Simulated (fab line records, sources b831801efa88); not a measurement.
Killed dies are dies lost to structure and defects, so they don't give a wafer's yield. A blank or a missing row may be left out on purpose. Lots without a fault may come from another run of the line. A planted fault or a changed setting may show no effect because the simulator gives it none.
One fault seen from 2 desks | flow sky130 | each desk has only its own numbers; what lay behind them comes last

THE TOOL OWNER'S DESK: hdpcvd-01
The tool's own readings at SKY_CONTACT_HDPCVD_02 (deposits SiO2, target thk 565 nm, time 94.2 s): means of the sampled wafers that have a number, for each lot that ran on this tool. A lot is out of limits, marked OUT, if its mean lies more than 4 standard deviations from the usual mean; the brackets give that distance.
Columns: A = sih4_flow_sccm at SKY_CONTACT_HDPCVD_02, usual 60.02 sccm; B = susceptor_temp_C at SKY_CONTACT_HDPCVD_02, usual 600.00 C
lot  | first seen here | A               | B
L424 | day 30 14:05    | 60.12           | 600.05
L425 | day 30 22:03    | 59.90           | 600.01
L430 | day 32 15:20    | 59.90           | 599.96
L433 | day 33 18:14    | 63.92 (+21) OUT | 600.03
L434 | day 34 08:26    | 64.16 (+22) OUT | 600.05
This desk's finding: out of limits on L433, L434; first on L433, day 33 18:14 (sih4_flow_sccm at SKY_CONTACT_HDPCVD_02). In limits: L424, L425, L430.

THE METROLOGY DESK
What the gauges read, lot by lot, whatever tool the lot ran on: means of the sampled wafers that have a number. A lot is out of limits, marked OUT, if its mean lies more than 4 standard deviations from the usual mean; the brackets give that distance.
Columns: A = LI_CONTACT_W_RS at SKY_LI_CONTACT_RS_MEAS_22, usual 0.286 ohm/sq; B = CONTACT_HDPCVD_THK at SKY_CONTACT_THK_MEAS_03, usual 563 nm
lot  | first seen here | A     | B
L424 | day 29 07:06    | 0.285 | 569
L425 | day 29 15:31    | 0.289 | 561
L426 | day 30 03:34    | 0.290 | 566
L427 | day 30 09:26    | 0.286 | 563
L430 | day 31 09:46    | 0.286 | 577
L433 | day 32 12:41    | 0.291 | 593
L434 | day 33 03:26    | 0.285 | 602 (+5.1) OUT
L436 | day 33 10:59    | 0.285 | 562
L445 | day 36 10:14    | 0.281 | 561
L446 | day 36 13:06    | 0.288 | 563
This desk's finding: out of limits on L434; first on L434, day 34 08:31 (CONTACT_HDPCVD_THK at SKY_CONTACT_THK_MEAS_03). In limits: L424, L425, L426, L427, L430, L433, L436, L445, L446.

PUT TOGETHER
The tool owner's desk could have raised an alarm at day 33 18:14, on L433, L434.
The metrology desk could have raised an alarm at day 34 08:31, on L434.
The metrology desk has L433 on record, within its limits.
Of the lots named, all ran SKY_CONTACT_HDPCVD_02 on hdpcvd-01.

WHAT THE SIMULATOR HAD PUT IN
Process parameter drift: hdpcvd-01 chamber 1, from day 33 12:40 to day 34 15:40, at SKY_CONTACT_HDPCVD_02. Setting sih4_flow_sccm, moved by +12, from 60. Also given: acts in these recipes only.
Lots struck among those shown: L433, L434.
Hours from the fault's start to each desk's first reading out of limits: the tool owner's desk, 6; the metrology desk, 20.
